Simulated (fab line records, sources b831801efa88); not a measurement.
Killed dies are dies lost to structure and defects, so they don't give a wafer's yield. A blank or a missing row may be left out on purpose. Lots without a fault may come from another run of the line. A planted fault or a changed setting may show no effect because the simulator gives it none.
fab line records | flow gf180mcu
record lots=14 wafers=42 last_day=34
route steps=602 shown M2@362 V3@450 TOP_METAL@567
lots that met no fault: from a run of the same line without faults
start_h: hours from the record's first day to the start of the lot's first wafer shown | wait_h: hours since the lot's step before | " the same as in the row above | L1.1+2: a row that stands for several wafers | - no value, or no start given | * or withheld: withheld | < > ~ a bound
route shown NAME@n: a module of which the file shows steps, and the number in the route of the first | usual: mean/standard deviation of fault-free wafers | same: alike in all rows | chamber/n: place in a boat | sites: the reading at each site | _std_site: their standard deviation | _edge_site: outer sites' mean less inner sites' | radius_mm: how far each site lies from the wafer's centre | mask NAME#n: copy n | behind: the tool/chamber that last shaped the wafer | hold: why the lot was held/for how many hours/how that ended | device: the transistor (n, p or np) that didn't switch | end of line: the same wafers' tests at the end of the route | a step without rows: its recipe alone | killed: dies lost to structure and defects at the first sort, not the wafer's yield | map: a wafer's dies, x killed, . not, _ none there
set.NAME: the setting as run; set.NAME@STEP: as run at that earlier step | model.NAME: the simulator's own value behind a step, which no gauge read
steps of the route over a sample of lots; a table a step, a row a wafer
services: from which hour (start_h, from the record's first day; less than 0 if before it) a tool's chamber was out of use, for how many hours, and why
## steps
# step GF_M2_SPUTTER_00
# recipe material=Ti target_thk_nm=37.5 arriving_ion_energy_ev=80 substrate_temp_c=200 chamber_pressure_pa=2 power_w=4000 time_s=150
# usual cathode_dc_power_W=4000.0/0.74 chamber_pressure_pa=2.000/0.0037 throttle_valve_pct=30.2/1
# columns lot.wafer tool chamber start_h wait_h cathode_dc_power_W chamber_pressure_pa throttle_valve_pct
L895.2 pvd_sputter-04 - 417.89 0.1 3999.8 2.000 27.4
L895.5 " - " " 4000.9 1.993 31.2
L895.6 " - " " 3998.6 1.995 27.5
L896.2 pvd_sputter-02 - 426.73 0.2 3999.7 2.000 30.0
L896.3 " - " " 4000.4 1.997 30.8
L896.4 " - " " 4000.3 1.998 30.4
L897.1 pvd_sputter-03 - 436.44 0.1 3999.3 1.994 28.8
L897.4 " - " " 3998.6 2.004 30.3
L897.6 " - " " 3999.4 2.005 30.5
L899.4 pvd_sputter-04 - 447.81 0.3 4000.4 1.997 27.7
L899.5 " - " " 3999.5 1.996 31.0
L899.6 " - " " 4000.4 1.992 30.6
L900.3 pvd_sputter-02 - 456.44 0.2 3999.0 1.999 30.3
L900.4 " - " " 3999.2 2.001 30.4
L900.5 " - " " 4000.4 2.006 31.0
L903.4 pvd_sputter-04 - 488.91 0.2 4000.7 1.997 27.9
L903.5 " - " " 3999.3 1.997 27.3
L903.6 " - " " 4000.0 2.003 30.7
L906.1 pvd_sputter-03 - 509.49 0.2 4000.8 2.005 30.4
L906.4 " - " " 4000.3 2.005 28.7
L906.6 " - " " 4001.0 2.001 30.4
L912.1 pvd_sputter-04 - 559.85 0.2 4000.1 2.000 30.7
L912.3 " - " " 3999.0 2.000 27.5
L912.4 " - " " 4000.0 2.009 31.0
L913.2 pvd_sputter-02 - 563.45 0.1 4000.1 2.001 30.6
L913.4 " - " " 3999.7 2.000 31.0
L913.5 " - " " 4000.1 2.004 30.7
L914.1 pvd_sputter-02 - 578.36 0.1 3999.3 2.005 30.6
L914.3 " - " " 4000.2 2.003 30.4
L914.6 " - " " 4000.5 2.001 30.4
L915.1 pvd_sputter-02 - 581.35 0.2 4000.9 2.000 30.4
L915.4 " - " " 4001.5 1.994 30.6
L915.6 " - " " 4000.1 1.997 31.1
L916.2 pvd_sputter-02 - 590.65 0.2 4000.0 2.000 30.7
L916.4 " - " " 3998.7 2.004 31.1
L916.6 " - " " 4001.1 1.997 30.4
L917.1 pvd_sputter-04 - 595.04 0.1 3998.7 1.999 30.9
L917.2 " - " " 3999.3 1.998 30.4
L917.5 " - " " 3999.9 1.996 30.5
L918.1 pvd_sputter-03 - 603.83 0.1 3999.4 2.001 28.7
L918.3 " - " " 3999.8 1.999 30.2
L918.6 " - " " 3999.4 1.998 28.8
# step GF_V3_SPUTTER_21
# recipe material=Ti target_thk_nm=15 chamber_pressure_pa=5 power_w=2500 substrate_temp_c=200 time_s=80.02
# usual cathode_dc_power_W=2500.0/0.42 chamber_pressure_pa=5.001/0.0096 throttle_valve_pct=30.2/0.87
# columns lot.wafer tool chamber start_h wait_h cathode_dc_power_W chamber_pressure_pa throttle_valve_pct
L895.2 pvd_sputter-01 - 518.74 0.0 2500.1 4.990 31.1
L895.5 " - " " 2499.1 4.996 30.2
L895.6 " - " " 2500.2 5.009 29.9
L896.2 pvd_sputter-02 - 527.90 0.0 2500.9 5.009 31.1
L896.3 " - " " 2500.8 4.984 30.7
L896.4 " - " " 2500.0 5.004 29.9
L897.1 pvd_sputter-01 - 536.14 0.0 2500.4 5.008 29.9
L897.4 " - " " 2500.0 4.989 30.3
L897.6 " - " " 2499.9 5.009 30.3
L899.4 pvd_sputter-01 - 547.93 0.0 2500.4 5.007 30.3
L899.5 " - " " 2499.9 5.010 30.9
L899.6 " - " " 2500.0 4.987 29.6
L900.3 pvd_sputter-01 - 554.81 0.0 2499.6 4.993 30.0
L900.4 " - " " 2500.8 5.013 30.7
L900.5 " - " " 2500.6 4.999 30.2
L903.4 pvd_sputter-01 - 584.81 0.0 2500.0 4.989 31.1
L903.5 " - " " 2500.6 4.984 30.1
L903.6 " - " " 2500.3 4.998 30.3
L906.1 pvd_sputter-04 - 604.20 0.0 2500.3 5.001 27.5
L906.4 " - " " 2500.4 4.984 30.6
L906.6 " - " " 2499.5 4.987 30.8
L912.1 pvd_sputter-02 - 649.86 0.0 2499.3 5.022 30.0
L912.3 " - " " 2500.0 4.988 30.4
L912.4 " - " " 2499.6 4.996 30.8
L913.2 pvd_sputter-04 - 653.34 0.0 2500.7 4.995 31.1
L913.4 " - " " 2500.1 4.989 30.4
L913.5 " - " " 2500.1 4.986 30.7
L914.1 pvd_sputter-04 - 667.33 0.0 2500.7 5.008 30.9
L914.3 " - " " 2499.7 4.995 30.9
L914.6 " - " " 2500.3 5.005 27.5
L915.1 pvd_sputter-02 - 669.21 0.0 2500.1 4.993 31.0
L915.4 " - " " 2500.4 4.993 30.7
L915.6 " - " " 2499.3 5.003 29.7
L916.2 pvd_sputter-02 - 677.61 0.0 2500.2 5.002 29.9
L916.4 " - " " 2499.6 4.997 30.4
L916.6 " - " " 2499.8 5.005 29.5
L917.1 pvd_sputter-02 - 679.94 0.0 2499.5 5.004 30.4
L917.2 " - " " 2500.3 4.996 29.9
L917.5 " - " " 2500.9 5.006 29.7
L918.1 pvd_sputter-02 - 688.47 0.0 2499.8 5.001 30.3
L918.3 " - " " 2500.5 4.995 30.4
L918.6 " - " " 2499.5 4.992 30.3
# step GF_TOP_METAL_SPUTTER_00
# recipe material=Ti target_thk_nm=37.5 arriving_ion_energy_ev=80 substrate_temp_c=200 chamber_pressure_pa=2 power_w=4000 time_s=150
# usual cathode_dc_power_W=4000.0/0.74 chamber_pressure_pa=1.999/0.0039 throttle_valve_pct=30.1/1.1
# columns lot.wafer tool chamber start_h wait_h cathode_dc_power_W chamber_pressure_pa throttle_valve_pct
L895.2 pvd_sputter-03 - 634.62 0.2 3999.8 2.003 30.3
L895.5 " - " " 4001.0 2.004 30.1
L895.6 " - " " 3999.4 1.995 30.3
L896.2 pvd_sputter-03 - 642.78 0.1 3999.3 2.000 30.5
L896.3 " - " " 3998.7 2.006 28.7
L896.4 " - " " 3999.8 1.997 30.8
L897.1 pvd_sputter-04 - 651.12 0.1 3998.7 1.996 30.8
L897.4 " - " " 4000.5 2.001 31.3
L897.6 " - " " 4000.0 2.000 30.8
L899.4 pvd_sputter-03 - 660.41 0.1 3999.8 1.993 30.4
L899.5 " - " " 4002.0 1.995 30.2
L899.6 " - " " 4000.7 2.000 30.4
L900.3 pvd_sputter-02 - 666.68 0.2 4000.0 2.000 30.1
L900.4 " - " " 4000.0 2.004 30.9
L900.5 " - " " 4000.6 2.001 31.4
L903.4 pvd_sputter-02 - 693.96 0.1 3999.6 1.997 31.0
L903.5 " - " " 3999.6 1.997 30.6
L903.6 " - " " 4001.4 1.993 31.3
L906.1 pvd_sputter-02 - 711.43 0.2 4000.0 2.006 30.7
L906.4 " - " " 4000.2 2.006 29.7
L906.6 " - " " 4000.9 1.997 29.6
L912.1 pvd_sputter-03 - 749.06 0.1 - - -
L912.3 " - " " - - -
L912.4 " - " " - - -
L913.2 pvd_sputter-03 - 752.49 0.2 - - -
L913.4 " - " " - - -
L913.5 " - " " - - -
L914.1 pvd_sputter-04 - 763.24 0.2 3998.5 2.000 27.4
L914.3 " - " " 3999.6 2.002 31.1
L914.6 " - " " 4001.0 1.998 31.0
L915.1 pvd_sputter-04 - 766.51 0.2 4001.4 2.001 27.4
L915.4 " - " " 3998.8 1.992 30.3
L915.6 " - " " 3999.3 1.999 30.6
L916.2 pvd_sputter-02 - 772.27 0.2 3999.5 1.997 31.4
L916.4 " - " " 3999.9 1.997 30.3
L916.6 " - " " 4000.3 1.996 31.1
L917.1 pvd_sputter-04 - 774.10 0.1 4000.5 1.998 31.0
L917.2 " - " " 4001.0 1.992 27.7
L917.5 " - " " 3999.6 2.007 31.1
L918.1 pvd_sputter-04 - 781.00 0.2 3999.3 2.002 30.7
L918.3 " - " " 4000.5 2.007 31.5
L918.6 " - " " 4000.3 1.999 27.5
# step GF_TOP_METAL_METAL_ETCH_16
# recipe chemistry=Cl2/BCl3 mask_material=NOVOLAK target_depth_nm=1077.5 stop_on=SiO2 pressure_mtorr=8 icp_w=800 bias_w=140 Cl2_flow_sccm=80 bcl3_flow_sccm=40 time_s=179.6
# usual drypump_motor_current_A=5.9/0.58 oes_product_au=0.966/0.006 throttle_valve_pct=28.256/0.011
# columns lot.wafer tool chamber start_h wait_h drypump_motor_current_A oes_product_au rf_hours_counter_h throttle_valve_pct
L895.2 rie_metal-01 1 655.00 0.1 5.9 0.958 - 28.267
L895.5 " 1 " " 5.9 0.959 - 28.279
L895.6 " 1 " " 5.9 0.959 - 28.263
L896.2 rie_metal-03 1 663.05 0.1 5.1 0.959 - 28.262
L896.3 " 1 " " 5.2 0.974 - 28.258
L896.4 " 1 " " 5.1 0.962 - 28.262
L897.1 rie_metal-04 1 671.09 0.0 5.5 0.962 5 28.278
L897.4 " 0 " " 6.4 0.972 - 28.261
L897.6 " 0 " " 6.4 0.970 - 28.242
L899.4 rie_metal-04 0 680.61 0.1 6.4 0.966 - 28.247
L899.5 " 0 " " 6.4 0.967 - 28.249
L899.6 " 1 " " 5.5 0.956 - 28.262
L900.3 rie_metal-04 1 686.50 0.1 5.5 0.968 - 28.247
L900.4 " 0 " " 6.4 0.968 - 28.253
L900.5 " 0 " " 6.4 0.976 - 28.258
L903.4 rie_metal-01 1 712.75 0.1 5.9 0.970 - 28.275
L903.5 " 1 " " 5.9 0.969 - 28.258
L903.6 " 0 " " 5.9 0.962 - 28.261
L906.1 rie_metal-03 0 729.54 0.0 6.7 0.965 2 28.259
L906.4 " 1 " " 5.1 0.967 - 28.240
L906.6 " 0 " " 6.7 0.976 - 28.260
L912.1 rie_metal-04 1 765.44 0.0 5.5 0.940 9 28.273
L912.3 " 1 " " 5.5 0.942 - 28.269
L912.4 " 0 " " 6.5 0.939 - 28.286
L913.2 rie_metal-03 0 769.34 0.0 6.7 0.942 4 28.287
L913.4 " 0 " " 6.7 0.943 - 28.301
L913.5 " 0 " " 6.7 0.950 - 28.287
L914.1 rie_metal-03 1 778.89 0.0 5.2 0.974 14 28.246
L914.3 " 1 " " 5.1 0.973 - 28.261
L914.6 " 1 " " 5.2 0.966 - 28.250
L915.1 rie_metal-03 0 782.09 0.0 6.7 0.964 5 28.274
L915.4 " 1 " " 5.1 0.964 - 28.274
L915.6 " 1 " " 5.1 0.968 - 28.256
L916.2 rie_metal-01 1 788.15 0.0 5.9 0.967 6 28.243
L916.4 " 0 " " 5.8 0.970 - 28.244
L916.6 " 1 " " 5.9 0.969 - 28.272
L917.1 rie_metal-03 1 790.30 0.0 5.1 0.976 15 28.253
L917.2 " 0 " " 6.6 0.960 5 28.274
L917.5 " 1 " " 5.2 0.964 - 28.271
L918.1 rie_metal-04 1 796.89 0.0 5.5 0.979 11 28.252
L918.3 " 0 " " 6.4 0.962 - 28.254
L918.6 " 0 " " 6.4 0.967 - 28.237
# step GF_TOP_METAL_STRIP_17
# recipe chemistry=O2/N2 power_w=1400 pressure_mtorr=1500 platen_temp_c=250 o2_flow_sccm=3000 n2_flow_sccm=300 overash_fraction=0.5
# usual drypump_motor_current_A=5.4/0.53 heater_power_w=354/36 oes_product_au=0.711/0.0046 strip_time_to_endpoint_s=13.41/0.077
# columns lot.wafer tool chamber start_h wait_h drypump_motor_current_A heater_power_w oes_product_au rf_hours_counter_h strip_time_to_endpoint_s
L895.2 plasma_asher-02 0 655.29 0.2 6.6 363 0.714 58 13.32
L895.5 " 0 " " 6.6 363 0.718 - 13.40
L895.6 " 1 " " 5.7 331 0.711 - 13.36
L896.2 plasma_asher-02 1 663.34 0.2 5.7 324 0.709 59 13.48
L896.3 " 1 " " 5.7 331 0.712 - 13.47
L896.4 " 0 " " 6.6 374 0.702 - 13.54
L897.1 plasma_asher-01 0 671.33 0.2 5.1 296 0.710 25 13.24
L897.4 " 1 " " 5.4 410 0.712 - 13.23
L897.6 " 1 " " 5.4 412 0.719 - 13.24
L899.4 plasma_asher-04 0 680.76 0.1 4.9 340 0.713 - 13.35
L899.5 " 0 " " 4.9 335 0.708 - 13.41
L899.6 " 1 " " 5.1 383 0.714 - 13.39
L900.3 plasma_asher-01 1 686.65 0.1 5.4 407 0.705 - 13.37
L900.4 " 0 " " 5.1 301 0.702 - 13.28
L900.5 " 0 " " 5.1 306 0.713 - 13.29
L903.4 plasma_asher-02 0 712.90 0.1 6.6 364 0.708 - 13.35
L903.5 " 0 " " 6.6 357 0.709 - 13.42
L903.6 " 1 " " 5.7 339 0.711 - 13.46
L906.1 plasma_asher-01 0 729.72 0.1 5.1 306 0.709 31 13.49
L906.4 " 1 " " 5.4 419 0.708 - 13.46
L906.6 " 1 " " 5.4 399 0.711 - 13.56
L912.1 plasma_asher-04 1 765.62 0.1 5.1 387 0.711 101 13.30
L912.3 " 1 " " 5.0 373 0.706 - 13.25
L912.4 " 0 " " 4.9 340 0.706 - 13.30
L913.2 plasma_asher-04 1 769.52 0.1 5.1 368 0.708 101 13.40
L913.4 " 1 " " 5.1 379 0.713 - 13.37
L913.5 " 0 " " 4.9 346 0.706 - 13.38
L914.1 plasma_asher-01 0 779.07 0.1 5.1 298 0.715 36 13.44
L914.3 " 0 " " 5.1 306 0.709 - 13.42
L914.6 " 1 " " 5.4 408 0.702 - 13.38
L915.1 plasma_asher-04 1 782.27 0.1 5.1 371 0.715 102 13.36
L915.4 " 1 " " 5.1 386 0.714 - 13.44
L915.6 " 1 " " 5.1 366 0.707 - 13.41
L916.2 plasma_asher-01 0 788.32 0.1 5.1 291 0.718 37 13.51
L916.4 " 1 " " 5.4 416 0.707 - 13.56
L916.6 " 0 " " 5.1 303 0.711 - 13.47
L917.1 plasma_asher-01 0 790.47 0.1 5.1 297 0.708 38 13.45
L917.2 " 1 " " 5.4 405 0.712 38 13.42
L917.5 " 0 " " 5.1 297 0.715 - 13.52
L918.1 plasma_asher-01 1 797.07 0.1 5.4 403 0.716 38 13.40
L918.3 " 1 " " 5.4 407 0.708 - 13.40
L918.6 " 0 " " 5.1 301 0.713 - 13.41
## services
# columns tool chamber start_h hours kind
pvd_sputter-02 - 398.17 1.7 repair
plasma_asher-01 - 421.25 9.0 pm
rie_metal-04 - 424.41 15.6 pm
rie_metal-04 - 455.36 0.1 repair
rie_metal-04 - 463.84 1.4 pm
rie_metal-01 - 466.17 4.3 pm
pvd_sputter-02 - 518.16 1.0 repair
plasma_asher-04 - 536.63 1.4 repair
plasma_asher-04 - 543.75 2.8 pm
plasma_asher-01 - 563.21 0.4 repair
rie_metal-04 - 597.14 1.0 repair
plasma_asher-04 - 604.55 0.5 repair
pvd_sputter-02 - 615.35 30.1 repair
plasma_asher-02 - 617.51 28.1 pm
rie_metal-01 - 640.70 2.8 pm
plasma_asher-01 - 658.70 0.7 repair
rie_metal-03 - 671.08 1.4 pm
pvd_sputter-03 - 671.26 3.5 repair
pvd_sputter-02 - 706.00 3.2 repair
plasma_asher-01 - 737.03 2.8 pm
rie_metal-01 - 744.50 1.4 pm
pvd_sputter-03 - 759.47 8.1 repair
plasma_asher-04 - 788.33 0.9 repair
plasma_asher-04 - 790.38 2.8 repair
## key
first_sign step=GF_TOP_METAL_SPUTTER_00 reading=tool_record direction=missing
effect step=GF_TOP_METAL_METAL_ETCH_16 reading=oes_product_au direction=down sigmas=3.9 usual=0.966 struck=0.943
met_at GF_TOP_METAL_SPUTTER_00
struck_lots L912,L913
later_rows_left_out L912.1,L912.3,L912.4,L913.2,L913.4,L913.5
sort_left_out L912.1,L912.3,L912.4,L913.2,L913.4,L913.5
not_acting_at GF_M2_SPUTTER_00,GF_V3_SPUTTER_21,GF_TOP_METAL_STRIP_17
onset_between 660.41 749.06
fault kind=skipped_step_whole tool=pvd_sputter-03 chamber=- onset_h=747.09 steps=GF_TOP_METAL_SPUTTER_00 scope=struck_lots_only
# sort_left_out: the simulated sort isn't trusted on such a fault, so these wafers' sort isn't shown, and their yield isn't known
# later_rows_left_out: the simulator's readings of these wafers behind a module that went badly wrong aren't trusted and aren't shown, but for the sort
